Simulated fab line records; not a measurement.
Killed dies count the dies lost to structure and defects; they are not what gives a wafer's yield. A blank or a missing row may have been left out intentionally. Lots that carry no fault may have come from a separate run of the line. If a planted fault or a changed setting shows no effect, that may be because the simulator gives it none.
What tool caused it? | flow sky130 | 6 lots with 18 wafers sampled at 2 steps, on a route of 708 steps

== WHAT EACH GAUGE READ, for each wafer ==
SKY_VIA4_RS_MEAS_19: uses a four-point probe to measure.
lot  | measured     | on           | VIA4_W_RS (ohm/sq)
L807 | day 43 11:14 | filmMetro-03 | 0.2379 0.2397 0.2319
L809 | day 44 03:55 | filmMetro-02 | 0.2367 0.2356 0.2358
L811 | day 44 17:57 | filmMetro-02 | 0.2322 0.2374 0.2313
L813 | day 45 05:53 | filmMetro-04 | 0.2361 0.2312 0.2332
L816 | day 45 21:55 | filmMetro-04 | 0.2357 0.2372 0.2349
L820 | day 47 01:22 | filmMetro-04 | 0.2345 0.2332 0.2337

== WHICH TOOL RAN EACH LOT (tool, then ch and the chambers of the sampled wafers, then the start) ==
lot  | SKY_POLY_CUT_STRIP_12
L807 | plasmaAsher-02 ch 0,1, day 25 04:20
L809 | plasmaAsher-04 ch 0,1, day 26 02:55
L811 | plasmaAsher-04 ch 0,1, day 26 21:23
L813 | plasmaAsher-02 ch 0,1, day 27 13:19
L816 | plasmaAsher-03 ch 0,1, day 28 09:21
L820 | plasmaAsher-02 ch 0,1, day 29 20:22
- SKY_POLY_CUT_STRIP_12: strips in O2/N2.

== THE ANSWER, worked out from the rows above alone ==
Rule: the usual values come from the lots themselves. Put in order of their means at a reading, lots are off if they are a third of the lots or fewer, leave a main group of 4 or more, and stand apart from it by a gap of 3 or more times the standard deviation of the main group's means; of several such gaps the widest counts. A main group whose means are all the same, to the digits that the tables above print for the reading, isn't used. A lot without any number at a reading at which 4 lots or more have one is off too. All remaining lots with rows at the step are treated as sound.
No lot is off on any of the readings shown, so nothing can be concluded from this.

== WHAT THE SIMULATOR PUT IN ==
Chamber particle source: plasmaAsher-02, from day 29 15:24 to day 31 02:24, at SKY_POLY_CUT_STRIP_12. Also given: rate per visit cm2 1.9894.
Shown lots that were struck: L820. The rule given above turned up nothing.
